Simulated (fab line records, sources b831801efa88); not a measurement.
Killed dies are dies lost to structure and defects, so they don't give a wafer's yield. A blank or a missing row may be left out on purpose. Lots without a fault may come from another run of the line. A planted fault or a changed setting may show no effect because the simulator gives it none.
fab line records | flow gf180mcu
record lots=14 wafers=42 last_day=34
route steps=602 shown DNWELL@40 VT_IMPLANT@116 CONTACT@291 M1@319
lots that met no fault: from a run of the same line without faults
start_h: hours from the record's first day to the start of the lot's first wafer shown | wait_h: hours since the lot's step before | " the same as in the row above | L1.1+2: a row that stands for several wafers | - no value, or no start given | * or withheld: withheld | < > ~ a bound
route shown NAME@n: a module of which the file shows steps, and the number in the route of the first | usual: mean/standard deviation of fault-free wafers | same: alike in all rows | chamber/n: place in a boat | sites: the reading at each site | _std_site: their standard deviation | _edge_site: outer sites' mean less inner sites' | radius_mm: how far each site lies from the wafer's centre | mask NAME#n: copy n | behind: the tool/chamber that last shaped the wafer | hold: why the lot was held/for how many hours/how that ended | device: the transistor (n, p or np) that didn't switch | end of line: the same wafers' tests at the end of the route | a step without rows: its recipe alone | killed: dies lost to structure and defects at the first sort, not the wafer's yield | map: a wafer's dies, x killed, . not, _ none there
set.NAME: the setting as run; set.NAME@STEP: as run at that earlier step | model.NAME: the simulator's own value behind a step, which no gauge read
steps of the route over a sample of lots; a table a step, a row a wafer
services: from which hour (start_h, from the record's first day; less than 0 if before it) a tool's chamber was out of use, for how many hours, and why
## steps
# step GF_DNWELL_STRIP_08
# recipe chemistry=O2/N2 power_w=1400 pressure_mtorr=1500 platen_temp_c=250 o2_flow_sccm=3000 n2_flow_sccm=300 overash_fraction=0.5
# usual chamber_pressure_mTorr=1500.0/1.5 drypump_motor_current_A=5.78/0.29 heater_power_w=339/42 oes_product_au=0.722/0.005 strip_time_to_endpoint_s=36.96/0.095
# columns lot.wafer tool chamber start_h wait_h chamber_pressure_mTorr drypump_motor_current_A heater_power_w oes_product_au rf_hours_counter_h strip_time_to_endpoint_s
L572.1 plasma_asher-03 1 46.98 0.1 1499.2 5.64 279 0.729 38 36.90
L572.3 " 1 " " 1499.6 5.68 286 0.731 - 36.90
L572.5 " 0 " " 1499.4 5.56 321 0.730 - 36.94
L573.1 plasma_asher-02 1 51.00 0.1 1500.9 5.76 331 0.724 40 36.80
L573.2 " 0 " " 1499.5 5.85 410 0.719 40 36.84
L573.4 " 1 " " 1500.8 5.76 326 0.716 - 36.89
L574.3 plasma_asher-03 0 56.86 0.1 1500.9 5.54 327 0.725 - 36.93
L574.5 " 1 " " 1498.9 5.63 283 0.727 - 36.96
L574.6 " 0 " " 1496.8 5.57 323 0.721 - 36.95
L575.1 plasma_asher-01 1 60.04 0.1 1498.6 5.54 314 0.723 42 36.95
L575.5 " 1 " " 1501.2 5.56 322 0.716 - 36.99
L575.6 " 0 " " 1500.3 6.39 393 0.721 - 36.96
L576.2 plasma_asher-03 1 63.70 0.1 1500.3 5.60 287 0.731 39 37.07
L576.5 " 0 " " 1500.3 5.54 331 0.725 - 36.91
L576.6 " 1 " " 1500.8 5.65 289 0.726 - 36.91
L577.1 plasma_asher-01 0 71.64 0.1 1500.8 6.46 376 0.729 43 36.88
L577.3 " 1 " " 1499.6 5.56 317 0.728 - 36.84
L577.4 " 0 " " 1500.0 6.43 378 0.723 - 36.89
L578.3 plasma_asher-03 0 76.28 0.1 1499.9 5.59 319 0.722 - 36.92
L578.4 " 1 " " 1499.1 5.67 281 0.720 - 36.96
L578.5 " 0 " " 1501.7 5.53 319 0.726 - 36.98
L580.1 plasma_asher-01 0 85.23 0.1 1499.8 6.44 382 0.713 44 36.94
L580.2 " 1 " " 1498.7 5.57 319 0.727 44 37.02
L580.3 " 1 " " 1497.7 5.59 319 0.725 - 37.01
L587.4 plasma_asher-03 1 120.71 0.1 1500.2 5.63 294 0.719 - 37.02
L587.5 " 0 " " 1499.9 5.52 322 0.726 - 37.06
L587.6 " 1 " " 1501.0 5.64 289 0.717 - 36.99
L588.1 plasma_asher-02 0 126.99 0.1 1502.5 5.84 410 0.717 49 37.20
L588.2 " 1 " " 1500.7 5.74 319 0.710 49 37.17
L588.3 " 0 " " 1500.5 5.83 413 0.722 - 37.21
L592.2 plasma_asher-03 1 150.33 0.1 1497.2 5.65 285 0.731 48 36.96
L592.3 " 0 " " 1500.1 5.54 330 0.719 - 36.96
L592.5 " 0 " " 1500.7 5.54 325 0.720 - 37.02
L593.1 plasma_asher-02 0 153.70 0.1 1501.2 5.83 417 0.724 52 37.05
L593.3 " 1 " " 1498.4 5.75 320 0.714 - 37.05
L593.6 " 0 " " 1498.8 5.84 411 0.724 - 36.98
L594.2 plasma_asher-02 1 160.10 0.1 1501.2 5.73 327 0.718 52 37.08
L594.3 " 1 " " 1499.8 5.76 329 0.725 - 37.06
L594.5 " 0 " " 1497.8 5.83 405 0.721 - 36.94
L595.2 plasma_asher-01 1 164.89 0.1 1501.1 5.56 334 0.718 5 36.93
L595.3 " 1 " " 1501.0 5.55 330 0.727 - 36.85
L595.5 " 0 " " 1495.4 6.43 372 0.721 - 36.92
# step GF_VT_IMPLANT_EXPOSE_26
# recipe mask_id=LVPWELL_HV_AREA target_cd_nm=860 na=0.6 source_shape=conventional sigma_outer=0.6 dose_mj=140
# usual exposure_dose_mJ_cm2=140.00/0.16 focus_offset_nm=-0.2/0.63 sigma_outer=0.6/0
# columns lot.wafer tool chamber start_h wait_h mask exposure_dose_mJ_cm2 focus_offset_nm sigma_outer
L572.1 iline_stepper-01 0 138.37 - LVPWELL_HV_AREA#0 140.16 0.1 0.6
L572.3 " 0 " " LVPWELL_HV_AREA#0 140.14 0.5 0.6
L572.5 " 0 " " LVPWELL_HV_AREA#0 140.00 0.9 0.6
L573.1 iline_stepper-02 0 141.87 - LVPWELL_HV_AREA#0 140.13 -0.4 0.6
L573.2 " 0 " " LVPWELL_HV_AREA#0 140.01 -0.3 0.6
L573.4 " 0 " " LVPWELL_HV_AREA#0 139.98 -0.8 0.6
L574.3 iline_stepper-02 0 148.74 - LVPWELL_HV_AREA#0 139.90 0.5 0.6
L574.5 " 0 " " LVPWELL_HV_AREA#0 140.01 0.4 0.6
L574.6 " 0 " " LVPWELL_HV_AREA#0 140.00 -0.6 0.6
L575.1 iline_stepper-01 0 153.73 - LVPWELL_HV_AREA#0 140.16 -1.3 0.6
L575.5 " 0 " " LVPWELL_HV_AREA#0 139.99 -1.0 0.6
L575.6 " 0 " " LVPWELL_HV_AREA#0 140.12 -1.4 0.6
L576.2 iline_stepper-01 0 158.62 - LVPWELL_HV_AREA#0 140.07 -0.4 0.6
L576.5 " 0 " " LVPWELL_HV_AREA#0 140.23 -1.3 0.6
L576.6 " 0 " " LVPWELL_HV_AREA#0 139.99 -1.2 0.6
L577.1 iline_stepper-01 0 170.34 - LVPWELL_HV_AREA#0 140.36 -0.6 0.6
L577.3 " 0 " " LVPWELL_HV_AREA#0 140.25 -0.7 0.6
L577.4 " 0 " " LVPWELL_HV_AREA#0 140.26 -1.1 0.6
L578.3 iline_stepper-01 0 171.50 - LVPWELL_HV_AREA#0 140.07 -1.5 0.6
L578.4 " 0 " " LVPWELL_HV_AREA#0 140.10 -1.0 0.6
L578.5 " 0 " " LVPWELL_HV_AREA#0 140.07 -0.8 0.6
L580.1 iline_stepper-02 0 184.35 - LVPWELL_HV_AREA#0 139.92 -0.9 0.6
L580.2 " 0 " " LVPWELL_HV_AREA#0 139.93 -0.8 0.6
L580.3 " 0 " " LVPWELL_HV_AREA#0 139.93 -0.1 0.6
L587.4 iline_stepper-01 - 228.73 - LVPWELL_HV_AREA#0 - - -
L587.5 " - " " LVPWELL_HV_AREA#0 - - -
L587.6 " - " " LVPWELL_HV_AREA#0 - - -
L588.1 iline_stepper-02 - 235.77 - LVPWELL_HV_AREA#0 - - -
L588.2 " - " " LVPWELL_HV_AREA#0 - - -
L588.3 " - " " LVPWELL_HV_AREA#0 - - -
L592.2 iline_stepper-01 0 263.21 - LVPWELL_HV_AREA#0 140.15 -0.9 0.6
L592.3 " 0 " " LVPWELL_HV_AREA#0 139.82 0.1 0.6
L592.5 " 0 " " LVPWELL_HV_AREA#0 139.77 -1.1 0.6
L593.1 iline_stepper-02 0 267.23 - LVPWELL_HV_AREA#0 140.05 -0.4 0.6
L593.3 " 0 " " LVPWELL_HV_AREA#0 139.92 -0.4 0.6
L593.6 " 0 " " LVPWELL_HV_AREA#0 139.92 -0.4 0.6
L594.2 iline_stepper-01 0 277.55 - LVPWELL_HV_AREA#0 140.13 -0.2 0.6
L594.3 " 0 " " LVPWELL_HV_AREA#0 140.02 0.3 0.6
L594.5 " 0 " " LVPWELL_HV_AREA#0 140.11 -0.1 0.6
L595.2 iline_stepper-02 0 280.39 - LVPWELL_HV_AREA#0 139.89 0.8 0.6
L595.3 " 0 " " LVPWELL_HV_AREA#0 140.20 0.6 0.6
L595.5 " 0 " " LVPWELL_HV_AREA#0 140.02 0.4 0.6
# step GF_CONTACT_CMP_04
# recipe material=SiO2 down_force_psi=4 platen_rpm=60 pad_velocity_m_s=0.94248
# usual edge_zone_pressure_frac=0.999/0.0051 motor_current_A=12.1/1.1 time_to_endpoint_s=110/7.2
# columns lot.wafer tool chamber start_h wait_h edge_zone_pressure_frac motor_current_A time_to_endpoint_s
L572.1 cmp-01 0 348.72 0.1 0.997 11.6 110
L572.3 " 3 " " 0.997 12.1 110
L572.5 " 1 " " 0.997 11.3 108
L573.2 cmp-01 0 355.84 0.0 1.006 11.3 114
L573.4 " 2 " " 1.014 11.0 109
L573.1 " 3 " " 0.989 11.5 114
L574.3 cmp-01 2 363.29 0.0 0.999 11.5 108
L574.6 " 2 " " 0.996 10.8 103
L574.5 " 3 " " 0.995 11.8 113
L575.1 cmp-02 0 369.67 0.2 0.995 13.6 95
L575.5 " 1 " " 0.993 14.3 110
L575.6 " 2 " " 0.993 11.5 121
L576.2 cmp-02 3 373.26 0.2 1.004 11.6 103
L576.6 " 0 " " 1.004 13.6 104
L576.5 " 1 " " 1.007 14.5 111
L577.4 cmp-01 3 388.58 0.1 0.998 11.8 118
L577.3 " 0 " " 0.999 11.7 107
L577.1 " 1 " " 0.999 11.2 96
L578.3 cmp-01 0 390.98 0.0 0.998 12.0 111
L578.4 " 2 " " 1.009 11.2 106
L578.5 " 0 " " 0.996 11.6 114
L580.3 cmp-01 1 408.94 0.0 0.999 11.1 99
L580.2 " 2 " " 0.997 11.4 108
L580.1 " 0 " " 0.997 11.5 119
L592.2 cmp-02 3 513.38 0.0 0.996 10.6 108
L592.3 " 0 " " 1.001 13.9 109
L592.5 " 3 " " 0.987 10.7 113
L593.3 cmp-02 1 519.65 0.0 1.002 14.9 122
L593.1 " 3 " " 1.008 11.2 107
L593.6 " 1 " " 1.003 14.1 129
L594.3 cmp-01 0 529.95 0.0 1.001 11.6 113
L594.2 " 3 " " 1.005 12.1 100
L594.5 " 1 " " 0.996 11.5 98
L595.2 cmp-01 0 531.54 0.0 0.999 11.6 107
L595.3 " 2 " " 0.994 11.1 100
L595.5 " 0 " " 0.995 11.2 117
# step GF_M1_SPUTTER_04
# recipe material=TiN target_thk_nm=50 power_w=6500 time_s=41.7 chamber_pressure_pa=0.4
# usual cathode_dc_power_W=6500.0/1.2 throttle_valve_pct=30.1/1
# columns lot.wafer tool chamber start_h wait_h cathode_dc_power_W throttle_valve_pct
L572.1 pvd_sputter-01 - 372.86 0.0 6498.3 29.7
L572.3 " - " " 6501.3 30.4
L572.5 " - " " 6500.2 29.6
L573.1 pvd_sputter-03 - 380.07 0.0 6499.2 28.7
L573.2 " - " " 6500.7 30.7
L573.4 " - " " 6503.0 31.7
L574.3 pvd_sputter-01 - 387.38 0.0 6498.3 30.5
L574.5 " - " " 6501.9 29.4
L574.6 " - " " 6501.8 30.4
L575.1 pvd_sputter-04 - 394.36 0.0 6500.2 28.8
L575.5 " - " " 6499.1 28.9
L575.6 " - " " 6501.7 29.9
L576.2 pvd_sputter-03 - 397.48 0.0 6504.3 29.8
L576.5 " - " " 6499.8 29.4
L576.6 " - " " 6499.3 30.5
L577.1 pvd_sputter-04 - 413.63 0.0 6499.0 29.0
L577.3 " - " " 6498.9 30.4
L577.4 " - " " 6501.6 30.0
L578.3 pvd_sputter-04 - 416.10 0.0 6499.6 32.7
L578.4 " - " " 6500.5 30.5
L578.5 " - " " 6499.5 30.7
L580.1 pvd_sputter-04 - 434.41 0.0 6499.5 29.0
L580.2 " - " " 6502.2 32.8
L580.3 " - " " 6498.8 30.0
L592.2 pvd_sputter-04 - 538.40 0.0 6499.5 32.7
L592.3 " - " " 6500.6 29.1
L592.5 " - " " 6499.1 29.8
L593.1 pvd_sputter-01 - 544.05 0.0 6499.2 30.4
L593.3 " - " " 6499.0 30.6
L593.6 " - " " 6499.4 30.3
L594.2 pvd_sputter-01 - 554.26 0.0 6498.5 29.9
L594.3 " - " " 6500.8 29.5
L594.5 " - " " 6501.3 29.6
L595.2 pvd_sputter-04 - 555.70 0.0 6500.0 30.6
L595.3 " - " " 6500.5 32.7
L595.5 " - " " 6502.8 32.7
## services
# columns tool chamber start_h hours kind
iline_stepper-02 - 54.01 4.4 pm
cmp-01 - 57.32 5.1 repair
plasma_asher-03 - 59.33 0.8 repair
cmp-01 - 64.00 4.0 pm
cmp-01 - 110.05 7.9 repair
pvd_sputter-04 - 116.76 3.7 repair
cmp-01 - 125.77 2.4 repair
cmp-01 - 166.35 6.8 pm
pvd_sputter-04 - 172.02 2.0 repair
cmp-01 - 193.69 2.3 pm
cmp-01 - 227.98 4.8 pm
cmp-01 - 253.13 0.4 repair
iline_stepper-01 - 257.91 1.7 pm
cmp-01 - 268.65 1.1 repair
iline_stepper-01 - 305.87 2.1 pm
cmp-01 - 312.63 1.8 repair
cmp-01 - 352.83 0.5 repair
cmp-01 - 396.90 5.1 repair
cmp-01 - 404.00 4.0 pm
iline_stepper-01 - 476.13 1.7 pm
cmp-01 - 480.30 3.4 repair
iline_stepper-01 - 495.39 9.4 repair
cmp-01 - 496.20 2.6 repair
cmp-01 - 501.42 0.2 repair
## key
first_sign step=GF_VT_IMPLANT_EXPOSE_26 reading=tool_record direction=missing
effect none on later readings
met_at GF_VT_IMPLANT_EXPOSE_26
struck_lots L587,L588
later_rows_left_out L587.4,L587.5,L587.6,L588.1,L588.2,L588.3
sort_left_out L587.4,L587.5,L587.6,L588.1,L588.2,L588.3
tester_left_out L587,L588
not_acting_at GF_DNWELL_STRIP_08,GF_CONTACT_CMP_04,GF_M1_SPUTTER_04
onset_between 184.35 228.73
fault kind=skipped_step_whole tool=iline_stepper-01,iline_stepper-02 chamber=- onset_h=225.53 steps=GF_VT_IMPLANT_EXPOSE_26 scope=struck_lots_only
# tester_left_out: of these lots the tester's yield and bins aren't shown, on N5 and GAA mostly nor the transistor test; their killed dies are dies lost to structure and defects alone, not to doping, threshold or leakage, so they don't give the yield
# sort_left_out: the simulated sort isn't trusted on such a fault, so these wafers' sort isn't shown, and their yield isn't known
# later_rows_left_out: the simulator's readings of these wafers behind a module that went badly wrong aren't trusted and aren't shown, but for the sort
